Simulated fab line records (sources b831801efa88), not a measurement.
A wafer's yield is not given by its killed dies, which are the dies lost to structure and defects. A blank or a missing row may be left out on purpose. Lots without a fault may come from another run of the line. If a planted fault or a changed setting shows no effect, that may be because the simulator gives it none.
Chamber matching -- flow gf180mcu -- 3 sister chambers for GF_V5_CVD_02 on pecvd-04
The step deposits SiO2 from TEOS, target thk 1450 nm, time 163.28 s. 3 wafers are shown with their chamber, then 10 later ones without.

WAFERS WITH THEIR CHAMBER
wafer,chamber,heater power w (W)
L084.4,1,747
L088.1,0,665
L088.4,2,658

WAFERS WITH NO CHAMBER GIVEN
wafer,heater power w (W)
L088.6,869
L093.3,679
L093.4,889
L093.5,544
L094.3,689
L094.4,531
L094.5,565
L097.2,913
L097.4,532
L097.5,755

EACH ONE'S CHAMBER
wafer,from the rows above,in truth
L088.6,can't be placed: 1 or 0 or 2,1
L093.3,can't be placed: 0 or 2 or 1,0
L093.4,can't be placed: 1 or 0 or 2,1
L093.5,can't be placed: 2 or 0 or 1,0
L094.3,can't be placed: 0 or 2 or 1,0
L094.4,can't be placed: 2 or 0 or 1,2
L094.5,can't be placed: 2 or 0 or 1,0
L097.2,can't be placed: 1 or 0 or 2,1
L097.4,can't be placed: 2 or 0 or 1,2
L097.5,can't be placed: 1 or 0 or 2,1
Placed correctly: 0 of 10. Cannot be placed on the basis of these rows: 10; the candidates contain the true chamber in 10. 0 placed wrongly.
How it was worked out, from the rows above alone: a wafer's distance from a chamber is the root of the sum, over the readings, of the square of ((its reading less the chamber's mean) divided by the reading's scatter). The wafer belongs to the nearest chamber; if the next one is less than 2 further off, it can't be placed. For every chamber, the mean is computed from those of its wafers that are shown. The scatter: with one shown wafer a chamber, the root of the mean of the squares of how far each hidden wafer lies from its nearest shown one.
